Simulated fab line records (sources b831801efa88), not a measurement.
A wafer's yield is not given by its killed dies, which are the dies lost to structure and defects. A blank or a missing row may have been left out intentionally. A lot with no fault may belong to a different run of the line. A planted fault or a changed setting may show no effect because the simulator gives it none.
Problem report in the 8D (eight disciplines) form, filled by code    flow sky130    the parts of the form that need people (team, actions taken, sign-off) are left out

## 1. WHAT IS WRONG
Wafers free of any fault read -5 nm (standard deviation 5.7) for VIA2_OVL at SKY_VIA2_OVL_MEAS_13, against a mean of 29 nm on 6 wafers of 2 lots. Measured from the usual mean, that is +6.0 standard deviations.
Seen first at day 39 13:20 on overlay-02, wafer L734.3. The record holds 36 wafers of 12 lots with a number at this step. By rule, "out" or "out of limits" means more than 4 standard deviations away from the usual mean. The other wafers with a number count as sound.

## 2. WHAT IT IS, AND WHAT IT ISN'T
question                     is                      is not
which readings at this step  VIA2_OVL                -
which lots                   L734, L739              L723, L724, L725, L726, L727, L729, L732, L733, L740, L744
which wafers of those lots   all that have a number  -
read on which gauges         overlay-01, overlay-02  -
when                         from day 39 13:20       up to then (24 sound wafers); but 6 sound wafers of L740, L744 came after

## 3. THE SUSPECTS, EACH WITH WHAT RULES IT OUT
Counting: a tool at any process step up to the reading remains a suspect when it ran all the lots that are out and ran no sound lot after the first of those.
- the gauge at SKY_VIA2_OVL_MEAS_13 has been ruled out. Those wafers that are out were read across 2 gauges (overlay-01, overlay-02).
- krf-scanner-02 at SKY_VIA2_EXPOSE_09 (exposes mask VIM2, target cd 200 nm): kept. All lots that are out passed through it, beginning with L734 at day 39 01:15, and no sound lot followed; its final sound lot before that point was L725 at day 37 14:07.
Remaining after the count: krf-scanner-02 at SKY_VIA2_EXPOSE_09.

## 4. THE CAUSE (what the simulator had put in)
Scanner matching overlay: krf-scanner-02, from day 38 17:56 on, at SKY_VIA2_EXPOSE_09. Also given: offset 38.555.
After counting, this tool was the only one left.

## 5. THE CHAIN OF EFFECTS, in route order
Rows list readings where the struck wafers' mean (over those with a number) sits beyond 3 standard deviations from the usual. Only readings whose record carries a usual standard deviation are examined. hours: median over the lots of the time between each lot's start at the first step of this table that gives one and its start at this step. sigmas: the change, counted in usual standard deviations.
hours  step                  reading   usual  on struck wafers  change  sigmas
0      SKY_VIA2_OVL_MEAS_13  VIA2_OVL  -5 nm  29                +34     +6.0

## 6. HOW IT WOULD HAVE BEEN CAUGHT EARLIER
In this record the first reading out of limits at a measuring or inspecting step was taken at day 39 13:20, 19 hours after the fault began at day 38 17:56.
Of the lots that are out (2), L739 began SKY_VIA2_EXPOSE_09 on krf-scanner-02 after day 39 13:20. A tool hold placed at that time would have kept it from harm.
